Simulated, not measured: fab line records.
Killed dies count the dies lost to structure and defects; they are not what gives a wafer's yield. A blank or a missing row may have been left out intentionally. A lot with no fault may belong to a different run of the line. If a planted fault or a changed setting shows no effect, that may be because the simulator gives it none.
What tool caused it? / flow sfq-line / 41 wafers from 14 lots sampled at 2 of the route's 325 steps

WHAT EACH GAUGE READ, for each wafer
SFQ_M4_RS_MEAS_924: measurement is done with a four-point probe. Usual: M4_NB_RS 0.890 ohm/sq, standard deviation 0.013.
lot=L453; measured=day 31 00:24; on=film-metro-01; M4_NB_RS (ohm/sq)=0.891 0.896 0.886; flag=
lot=L454; measured=day 31 11:17; on=film-metro-03; M4_NB_RS (ohm/sq)=0.901 0.893 0.900; flag=
lot=L455; measured=day 39 15:22; on=film-metro-02; M4_NB_RS (ohm/sq)=0.891 0.890 0.882; flag=
lot=L456; measured=day 39 22:17; on=film-metro-01; M4_NB_RS (ohm/sq)=0.882 0.867 0.880; flag=
lot=L458; measured=day 40 06:46; on=film-metro-02; M4_NB_RS (ohm/sq)=0.898 0.895 0.889; flag=
lot=L459; measured=day 45 14:18; on=film-metro-03; M4_NB_RS (ohm/sq)=0.883 0.888 0.900; flag=
lot=L461; measured=day 46 16:12; on=film-metro-03; M4_NB_RS (ohm/sq)=0.873 0.869 0.865; flag=
lot=L462; measured=day 46 22:43; on=film-metro-01; M4_NB_RS (ohm/sq)=0.912 0.909 0.897; flag=
lot=L463; measured=day 47 17:25; on=film-metro-03; M4_NB_RS (ohm/sq)=0.883 0.888 0.892; flag=
lot=L464; measured=day 47 22:50; on=film-metro-02; M4_NB_RS (ohm/sq)=0.897 0.901 0.890; flag=
lot=L467; measured=day 49 01:41; on=film-metro-02; M4_NB_RS (ohm/sq)=0.893 1.892 0.893 1.888; flag=OFF
lot=L469; measured=day 50 02:09; on=film-metro-02; M4_NB_RS (ohm/sq)=0.885 1.872 1.867 0.882 1.875 1.866; flag=OFF
lot=L472; measured=day 51 09:56; on=film-metro-02; M4_NB_RS (ohm/sq)=0.870 0.861 0.864; flag=
lot=L476; measured=day 52 02:34; on=film-metro-02; M4_NB_RS (ohm/sq)=0.881 0.879 0.869; flag=

EACH LOT AND THE TOOL THAT RAN IT (in order: tool; ch and the chambers of the sampled wafers; start)
lot=L453; SFQ_TRILAYER_M4_DEP_SPUTTER_091=pvd-sputter-03, day 31 00:15
lot=L454; SFQ_TRILAYER_M4_DEP_SPUTTER_091=pvd-sputter-04, day 31 11:12
lot=L455; SFQ_TRILAYER_M4_DEP_SPUTTER_091=pvd-sputter-03, day 39 15:16
lot=L456; SFQ_TRILAYER_M4_DEP_SPUTTER_091=pvd-sputter-06, day 39 22:11
lot=L458; SFQ_TRILAYER_M4_DEP_SPUTTER_091=pvd-sputter-03, day 40 06:38
lot=L459; SFQ_TRILAYER_M4_DEP_SPUTTER_091=pvd-sputter-06, day 45 14:13
lot=L461; SFQ_TRILAYER_M4_DEP_SPUTTER_091=pvd-sputter-06, day 46 16:05
lot=L462; SFQ_TRILAYER_M4_DEP_SPUTTER_091=pvd-sputter-04, day 46 22:38
lot=L463; SFQ_TRILAYER_M4_DEP_SPUTTER_091=pvd-sputter-06, day 47 17:19
lot=L464; SFQ_TRILAYER_M4_DEP_SPUTTER_091=pvd-sputter-03, day 47 22:44
lot=L467; SFQ_TRILAYER_M4_DEP_SPUTTER_091=pvd-sputter-04, day 49 01:32
lot=L469; SFQ_TRILAYER_M4_DEP_SPUTTER_091=pvd-sputter-04, day 50 02:02
lot=L472; SFQ_TRILAYER_M4_DEP_SPUTTER_091=pvd-sputter-06, day 51 09:48
lot=L476; SFQ_TRILAYER_M4_DEP_SPUTTER_091=pvd-sputter-06, day 52 02:28
- SFQ_TRILAYER_M4_DEP_SPUTTER_091: material Nb, target thk 200 nm, time 133.3 s.

AS READ BY THE TOOLS THEMSELVES (means over the sampled wafers that have a number; for cases with no such wafer, the mark the record gives instead)
SFQ_TRILAYER_M4_DEP_SPUTTER_091. Usual: 30.1 % for throttle-valve-pct, sd 0.92.
lot=L453; tool=pvd-sputter-03; throttle-valve-pct (%)=30.5; flag=
lot=L454; tool=pvd-sputter-04; throttle-valve-pct (%)=29.5; flag=
lot=L455; tool=pvd-sputter-03; throttle-valve-pct (%)=30.7; flag=
lot=L456; tool=pvd-sputter-06; throttle-valve-pct (%)=29.7; flag=
lot=L458; tool=pvd-sputter-03; throttle-valve-pct (%)=31.0; flag=
lot=L459; tool=pvd-sputter-06; throttle-valve-pct (%)=29.1; flag=
lot=L461; tool=pvd-sputter-06; throttle-valve-pct (%)=30.8; flag=
lot=L462; tool=pvd-sputter-04; throttle-valve-pct (%)=30.1; flag=
lot=L463; tool=pvd-sputter-06; throttle-valve-pct (%)=30.4; flag=
lot=L464; tool=pvd-sputter-03; throttle-valve-pct (%)=30.4; flag=
lot=L467; tool=pvd-sputter-04; throttle-valve-pct (%)=29.3; flag=
lot=L469; tool=pvd-sputter-04; throttle-valve-pct (%)=29.5; flag=
lot=L472; tool=pvd-sputter-06; throttle-valve-pct (%)=29.8; flag=
lot=L476; tool=pvd-sputter-06; throttle-valve-pct (%)=29.8; flag=

THE ANSWER, worked out from the rows above alone
Rule: take the mean of a lot's wafers that have a number; if it is more than 3 standard deviations from the usual mean, the lot is off. Also off: a lot with no number at a reading for which 4 or more lots have one. Any other lot the step has rows for is counted as sound. Order of review: gauges by route order, followed by the tools' own readings, for which a lot's mean as printed above is used. The first step at which some lot is off is used, and at that step the reading that is off furthest; a lot without a number counts as furthest.
Off: L467, L469, seen at SFQ_M4_RS_MEAS_924 (M4_NB_RS).
If a tool, at a process step before that reading, ran all the lots that are off and no sound lot after the first of them, it fits. The gauges at SFQ_M4_RS_MEAS_924 are tried like those tools. One candidate fits, namely pvd-sputter-04 at SFQ_TRILAYER_M4_DEP_SPUTTER_091. A fault onset in the window from L462 (day 46 22:38, its last sound lot) to L467 (day 49 01:32, its first lot off) fits.

WHAT THE SIMULATOR HAD PUT IN
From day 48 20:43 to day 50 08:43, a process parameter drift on pvd-sputter-04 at SFQ_TRILAYER_M4_DEP_SPUTTER_091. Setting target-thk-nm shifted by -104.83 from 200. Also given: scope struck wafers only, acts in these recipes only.
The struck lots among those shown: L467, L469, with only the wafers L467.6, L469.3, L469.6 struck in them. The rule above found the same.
